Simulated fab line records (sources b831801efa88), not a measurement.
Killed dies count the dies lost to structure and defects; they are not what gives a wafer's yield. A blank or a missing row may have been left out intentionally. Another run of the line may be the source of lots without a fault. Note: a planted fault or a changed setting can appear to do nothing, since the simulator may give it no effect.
Which of the tools did it? + flow sky130 + 12 lots with 36 wafers sampled at 2 steps, on a route of 708 steps

WHAT THE GAUGES SHOWED, per wafer
SKY_VIA4_OVL_MEAS_11. Usual: for VIA4_OVL the level is 0.1 nm and the standard deviation is 1.1.
| lot  | measured     | on         | VIA4_OVL (nm)  | flag |
|------|--------------|------------|----------------|------|
| L332 | day 42 14:41 | overlay-02 | 1.3 1.2 -1.0   |      |
| L333 | day 43 03:08 | overlay-02 | 0.5 -1.8 -0.1  |      |
| L335 | day 43 12:06 | overlay-02 | 0.2 0.1 0.4    |      |
| L336 | day 45 04:28 | overlay-01 | 0.2 0.3 2.0    |      |
| L341 | day 45 08:04 | overlay-01 | -0.7 1.1 -0.5  |      |
| L343 | day 45 22:56 | overlay-02 | 0.6 0.2 0.9    |      |
| L344 | day 46 06:05 | overlay-01 | -2.2 -1.7 -0.6 |      |
| L348 | day 48 00:15 | overlay-02 | -0.1 1.5 1.7   |      |
| L347 | day 48 00:33 | overlay-02 | -1.5 0.6 -1.3  |      |
| L351 | day 48 06:58 | overlay-01 | 0.0 -1.6 -0.4  |      |
| L353 | day 48 20:08 | overlay-01 | -0.6 0.6 -1.1  |      |
| L354 | day 49 06:16 | overlay-01 | 1.4 -1.2 -1.1  |      |

EACH LOT AND THE TOOL THAT RAN IT (in order: tool; ch and the chambers of the sampled wafers; start)
| lot  | SKY_CAPM_CVD_00                 |
|------|---------------------------------|
| L332 | pecvd-02 ch 0,1,2, day 36 10:27 |
| L333 | pecvd-02 ch 0,1,2, day 36 16:41 |
| L335 | pecvd-02 ch 0,1,2, day 37 06:42 |
| L336 | pecvd-04 ch 1,2, day 39 01:11   |
| L341 | pecvd-04 ch 1,2, day 39 06:53   |
| L343 | pecvd-02 ch 1,2, day 39 23:48   |
| L344 | pecvd-02 ch 0,1,2, day 40 06:58 |
| L348 | pecvd-04 ch 0,2, day 42 10:27   |
| L347 | pecvd-02 ch 0,1, day 42 11:02   |
| L351 | pecvd-02 ch 0,2, day 42 21:14   |
| L353 | pecvd-03 ch 0,2, day 43 08:25   |
| L354 | pecvd-03 ch 0,1,2, day 44 01:26 |
- SKY_CAPM_CVD_00: deposits SiO2, target thk 15.5 nm.

WHAT THE TOOLS THEMSELVES READ (means of the sampled wafers that have a number; where no wafer has one, the mark that the record gives instead)
SKY_CAPM_CVD_00. Usual: heater-power-w at 728 W, with a standard deviation of 110.
| lot  | tool     | heater-power-w (W) | flag |
|------|----------|--------------------|------|
| L332 | pecvd-02 | 778                |      |
| L333 | pecvd-02 | 753                |      |
| L335 | pecvd-02 | 763                |      |
| L336 | pecvd-04 | 733                |      |
| L341 | pecvd-04 | 720                |      |
| L343 | pecvd-02 | 804                |      |
| L344 | pecvd-02 | 723                |      |
| L348 | pecvd-04 | 732                |      |
| L347 | pecvd-02 | 709                |      |
| L351 | pecvd-02 | 743                |      |
| L353 | pecvd-03 | 809                |      |
| L354 | pecvd-03 | 716                |      |

THE ANSWER, worked out from the rows above alone
Rule: a lot counts as off when the mean over its wafers that have a number is more than 3 standard deviations away from the usual mean. A lot without any number at a reading at which 4 lots or more have one is off too. All remaining lots with rows at the step are treated as sound. First the gauges in route order, then the tools' own readings, where a lot's mean is used as printed above. The first step at which some lot is off is used, and at that step the reading that is off furthest; a lot without a number counts as furthest.
Across all readings shown, no lot is off: no conclusion can be drawn from this.

WHAT THE SIMULATOR HAD INSERTED
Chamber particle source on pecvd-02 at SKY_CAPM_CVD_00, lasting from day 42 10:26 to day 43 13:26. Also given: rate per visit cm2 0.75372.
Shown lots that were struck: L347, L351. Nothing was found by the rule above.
